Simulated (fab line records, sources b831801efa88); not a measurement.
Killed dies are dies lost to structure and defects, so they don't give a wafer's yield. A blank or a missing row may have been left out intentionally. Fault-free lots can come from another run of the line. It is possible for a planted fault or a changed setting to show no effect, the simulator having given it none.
A lot that was struck, set against a sound lot ; flow gf180mcu ; 15 steps out of a route of 602
Sound: wafers L197.1, L197.2, L197.4. Wafers struck: L187.2, L187.4, L187.5. The cause is given at the end.
At each step with rows: each side's tool, then ch and its chambers, then its first start. Under that, the readings that differ: sound wafers ; struck wafers ; difference of the means ; sigmas: that difference in standard deviations of wafers without a fault.
alike: same words and numbers on both sides, and readings whose means sit less than 2 such deviations apart. not compared: any withheld reading, any reading some wafer has no value for, any bound like >300 that may hide the same value, and any number with overlapping values for which the record gives no deviation.
A row with sigmas, a row that says differs or no value, or rows on one side alone: a step with any of these is where the two part. Numbers that don't overlap but have no deviation are shown without sigmas and don't part them. Lack of a reading on every wafer of one side parts them only where that side has two or more wafers.

first, 3 steps without rows for these wafers: GF_V5_STRIP_18 (strips in O2/N2); GF_V5_STRIP_19 (strips in post etch residue remover, time 1200 s); GF_V5_CLEAN_20 (cleans in DIW).
GF_V5_SPUTTER_21: material Ti, target thk 15 nm, time 80.02 s.
  sound on pvdSputter-01, day 33 04:27; struck on pvdSputter-01, day 31 01:08
  alike: cathodeDcPowerW, chamberPressurePa, substrateTempC, throttleValvePct
GF_V5_SPUTTER_22: material TiN, target thk 10 nm, time 40 s.
  sound on pvdSputter-01, day 33 04:31; struck on pvdSputter-01, day 31 01:11
  alike: cathodeDcPowerW, chamberPressurePa, throttleValvePct
then, 1 step without rows for these wafers: GF_V5_CVD_23 (deposits W, target thk 350 nm, time 104.9 s).
GF_V5_RS_MEAS_24: a four-point-probe measurement.
  sound on filmMetro-03, day 33 04:43; struck on filmMetro-04, day 31 01:22
  alike: V5_W_RS
GF_V5_THK_MEAS_25: measures by xrf.
  sound on filmMetro-03, day 33 04:50; struck on filmMetro-04, day 31 01:28
  alike: V5_W_THK
GF_V5_CMP_26: polishes, stops on SiO2, t overpolish 15 s, target thk 0 nm.
  sound on cmp-01 ch 0,1,2, day 33 04:54; struck on cmp-01 ch 0,2,3, day 31 01:34
  alike: motorCurrentA, overpolishRunS, timeToEndpointS
GF_TOP_METAL_SPUTTER_00: material Ti, target thk 37.5 nm, time 150 s.
  sound on pvdSputter-01, day 33 05:12; struck on pvdSputter-03, day 31 01:49
reading;sound;struck;difference;sigmas
throttleValvePct (%);31.2 31.1 29.7;29.5 28.6 29.4;-1.5;-2
  alike: cathodeDcPowerW, chamberPressurePa, substrateTempC
GF_TOP_METAL_SPUTTER_01: material TiN, target thk 30 nm, time 25 s.
  sound on pvdSputter-01, day 33 05:18; struck on pvdSputter-03, day 31 01:55
  alike: cathodeDcPowerW, chamberPressurePa, throttleValvePct
then, 1 step without rows for these wafers: GF_TOP_METAL_SPUTTER_02 (material AlCu, target thk 900 nm, time 47.82 s).
GF_TOP_METAL_SPUTTER_03: material Ti, target thk 5 nm, time 3.184 s.
  sound on pvdSputter-01, day 33 05:23; struck on pvdSputter-03, day 31 02:00
  no value came back on the struck wafers for cathodeDcPowerW (W), chamberPressurePa (Pa), substrateTempC (C), throttleValvePct (%); on the sound wafers cathodeDcPowerW (W) reads 2999.6 3000.6 2999.9
then, 2 steps without rows for these wafers: GF_TOP_METAL_SPUTTER_04 (material TiN, target thk 25 nm, time 20.8 s); GF_PASSIVATION_PROBE_99.

== WHERE THEY PART ==
Earliest at GF_TOP_METAL_SPUTTER_00; latest, in this record, at GF_TOP_METAL_SPUTTER_03.

WHY: the cause the simulator had injected
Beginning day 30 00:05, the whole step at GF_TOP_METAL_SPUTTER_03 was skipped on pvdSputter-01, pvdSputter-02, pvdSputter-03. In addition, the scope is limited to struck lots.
